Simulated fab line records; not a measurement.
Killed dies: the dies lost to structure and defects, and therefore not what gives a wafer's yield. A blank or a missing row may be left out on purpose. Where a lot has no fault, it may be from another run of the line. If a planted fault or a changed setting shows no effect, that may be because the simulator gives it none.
Comparing a struck lot with a sound one + flow sky130 + 33 steps out of a route of 708
Sound: wafers L845.2, L845.4, L845.5. Wafers struck: L859.1, L859.4, L859.6. The cause is named last.
Order at every step that has rows: each side's tool, ch and its chambers, its first start. Under that, the readings that differ: sound wafers + struck wafers + difference of the means + sigmas: that difference in standard deviations of wafers without a fault.
alike: same words and numbers on both sides, and readings whose means sit less than 2 such deviations apart. not compared: any withheld reading, any reading some wafer has no value for, any bound like >300 that may hide the same value, and any number with overlapping values for which the record gives no deviation.
The two part at a step that has a row with sigmas, a row that says differs or no value, or rows on one side only. Numbers that have no deviation but don't overlap get no sigmas and don't part them. Lack of a reading on every wafer of one side parts them only where that side has two or more wafers.

first, 5 steps without rows for these wafers: SKY_POLY_CUT_COAT_03 (resist thk 450 nm); SKY_POLY_CUT_SOFTBAKE_04 (time 90 s); SKY_POLY_CUT_EXPOSE_05 (exposes mask NPCM, target cd 270 nm); SKY_POLY_CUT_PEB_06; SKY_POLY_CUT_DEVELOP_07 (develop time 60 s).
SKY_POLY_CUT_CD_MEAS_08: the cd target is 270 nm.
  struck on cdSem-02, day 29 04:39; sound on cdSem-01, day 24 12:13
| reading   | sound             | struck            | difference | sigmas |
|-----------|-------------------|-------------------|------------|--------|
| cdNm (nm) | 272.4 271.8 272.0 | 267.7 268.7 267.1 | -4.2       | -3     |
SKY_POLY_CUT_OVL_MEAS_09:
  struck on overlay-02, day 29 04:46; sound on overlay-02, day 24 12:20
  alike: POLY_CUT_OVL
SKY_POLY_CUT_ETCH_10: etches BARC in N2/H2, stops on SiO2, time 45.9 s, target depth 60 nm.
  sound on rieDiel-01 ch 1,2, day 24 12:22; struck on rieDiel-01 ch 1,2, day 29 04:49
  alike: drypumpMotorCurrentA, oesProductAu, throttleValvePct
  not compared: rfHoursCounterH
SKY_POLY_CUT_ETCH_11: etches Si3N4 in CF4/CH2F2/Ar, stops on poly-Si, time 42.5 s, target depth 60 nm.
  sound on rieDiel-01 ch 1,2, day 24 12:24; struck on rieDiel-01 ch 1,2, day 29 04:51
  alike: cf4FlowSccm, drypumpMotorCurrentA, oesProductAu, throttleValvePct
  not compared: rfHoursCounterH
SKY_POLY_CUT_STRIP_12: strips in O2/N2.
  sound on plasmaAsher-02 ch 0,1, day 24 12:26; struck on plasmaAsher-01 ch 0,1, day 29 04:53
  alike: drypumpMotorCurrentA, oesProductAu, stripTimeToEndpointS
  not compared: rfHoursCounterH
then, 2 steps without rows for these wafers: SKY_SD_P_DEHYDRATE_00 (time 60 s); SKY_SD_P_HMDS_01 (prime time 60 s).
SKY_SD_P_COAT_02: resist thk 1140 nm.
  sound on lithoTrack-01 ch 0, day 25 03:33; struck on lithoTrack-04, day 29 19:13
  no value came back on the struck wafers for chillPlateTempC (C), dispensePressureKPa (kPa), exhaustPa (Pa); on the sound wafers chillPlateTempC (C) reads 22.93 22.97 22.94
then, 4 steps without rows for these wafers: SKY_SD_P_SOFTBAKE_03 (time 60 s); SKY_SD_P_EXPOSE_04 (exposes mask PSDM, target cd 380 nm); SKY_SD_P_PEB_05; SKY_SD_P_DEVELOP_06 (develop time 60 s).
SKY_SD_P_CD_MEAS_07: the cd target is 380 nm.
  struck on cdSem-02, day 30 08:54; sound on cdSem-02, day 25 17:38
| reading   | sound       | struck | difference                    | sigmas |
|-----------|-------------|--------|-------------------------------|--------|
| cdNm (nm) | 377 377 379 | - - -  | no value on the struck wafers |        |
SKY_SD_P_OVL_MEAS_08:
  struck on overlay-01, day 30 09:01; sound on overlay-02, day 25 17:45
| reading       | sound         | struck | difference                    | sigmas |
|---------------|---------------|--------|-------------------------------|--------|
| SD_P_OVL (nm) | 0.0 -1.3 -0.9 | - - -  | no value on the struck wafers |        |
after that, 1 step had no rows for these wafers: SKY_SD_P_IMPLANT_09.
SKY_SD_P_STRIP_10: strips in O2/N2.
  sound on plasmaAsher-03 ch 0,1, day 25 17:56; struck on plasmaAsher-01 ch 1, day 30 09:13
  no value came back on the struck wafers for oesProductAu (a.u.), stripTimeToEndpointS (s); on the sound wafers oesProductAu (a.u.) reads 0.616 0.623 0.616
  alike: drypumpMotorCurrentA
  not compared: rfHoursCounterH
SKY_SD_P_TW_MEAS_11:
  struck on filmMetro-02, day 30 09:19; sound on filmMetro-03, day 25 18:02
  alike: SD_P_TW
then, 8 steps without rows for these wafers: SKY_RES_XHIGH_DEHYDRATE_00 (time 60 s); SKY_RES_XHIGH_HMDS_01 (prime time 60 s); SKY_RES_XHIGH_COAT_02 (resist thk 1140 nm); SKY_RES_XHIGH_SOFTBAKE_03 (time 60 s); SKY_RES_XHIGH_EXPOSE_04 (exposes mask URPM, target cd 1270 nm); SKY_RES_XHIGH_PEB_05; SKY_RES_XHIGH_DEVELOP_06 (develop time 60 s); SKY_RES_XHIGH_IMPLANT_07.
SKY_RES_XHIGH_STRIP_08: strips in O2/N2.
  sound on plasmaAsher-03 ch 0,1, day 26 23:14; struck on plasmaAsher-02 ch 0,1, day 31 13:33
| reading                  | sound             | struck            | difference | sigmas |
|--------------------------|-------------------|-------------------|------------|--------|
| stripTimeToEndpointS (s) | 14.16 14.22 14.16 | 14.26 14.24 14.32 | +0.09      | +2     |
  alike: drypumpMotorCurrentA, oesProductAu
  not compared: rfHoursCounterH
SKY_RES_XHIGH_TW_MEAS_09:
  struck on filmMetro-02, day 31 13:39; sound on filmMetro-02, day 26 23:20
| reading      | sound          | struck         | difference | sigmas      |
|--------------|----------------|----------------|------------|-------------|
| RES_XHIGH_TW | 1637 1642 1642 | 2863 2869 2879 | +1230      | +99 or more |
then, 1 step without rows for these wafers: SKY_SD_N_DEHYDRATE_00 (time 60 s).

WHERE THEY PART
Earliest at SKY_POLY_CUT_CD_MEAS_08; latest, in this record, at SKY_RES_XHIGH_TW_MEAS_09.

WHY: what had been put in by the simulator
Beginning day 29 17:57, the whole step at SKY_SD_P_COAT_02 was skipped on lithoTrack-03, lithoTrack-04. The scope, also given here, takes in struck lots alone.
